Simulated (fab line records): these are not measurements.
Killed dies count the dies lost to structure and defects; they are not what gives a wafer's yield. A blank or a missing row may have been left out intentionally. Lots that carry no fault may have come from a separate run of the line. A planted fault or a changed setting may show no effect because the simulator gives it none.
A single fault, viewed from 2 desks    flow gf180mcu    each desk has only its own numbers; what lay behind them comes last

== DESK OF THE TOOL OWNER: rieDiel-04 ==
The tool's own readings at GF_V2_ETCH_17 (etches SiO2 in C4F8/O2/Ar, stops on TiN, target depth 630 nm): means of the sampled wafers that have a number, for each lot that ran on this tool. Any lot whose mean is over 4 standard deviations away from the usual mean is out of limits and marked OUT; that distance is given in the brackets.
Columns: A = oesProductAu at GF_V2_ETCH_17, usual 0.856 a.u.
lot   first seen here  A
L665  day 20 05:00     0.852
L668  day 21 07:00     0.855
L675  day 24 00:00     0.859
L676  day 24 09:00     0.854
L684  day 26 18:00     0.860
L685  day 27 04:00     0.857
L688  day 27 19:00     0.857
L687  day 27 22:00     0.857
This desk found nothing out of limits on any of the 8 lots.

== THE METROLOGY DESK ==
Lot by lot, what the gauges showed, no matter which tool ran the lot: averages of those sampled wafers that carry a number. Any lot whose mean is over 4 standard deviations away from the usual mean is out of limits and marked OUT; that distance is given in the brackets.
Columns: A = TOP_METAL_ALCU_THK at GF_TOP_METAL_THK_MEAS_06, usual 920 nm
lot   first seen here  A
L665  day 27 04:44     919
L666  day 27 11:50     931
L667  day 28 00:08     908
L668  day 28 03:04     907
L669  day 28 13:23     919
L675  day 30 08:41     930
L676  day 30 17:18     920
L679  day 31 20:55     938
L682  day 32 07:50     910
L683  day 32 16:06     937
L684  day 32 16:38     910
L685  day 32 22:34     917
L688  day 33 11:35     919
L687  day 33 13:17     912
This desk found nothing out of limits on any of the 14 lots.

== BROUGHT TOGETHER ==
Nothing out of limits was seen by the tool owner's desk.
From the metrology desk's view, nothing was out of limits.

== WHAT THE SIMULATOR HAD INSERTED ==
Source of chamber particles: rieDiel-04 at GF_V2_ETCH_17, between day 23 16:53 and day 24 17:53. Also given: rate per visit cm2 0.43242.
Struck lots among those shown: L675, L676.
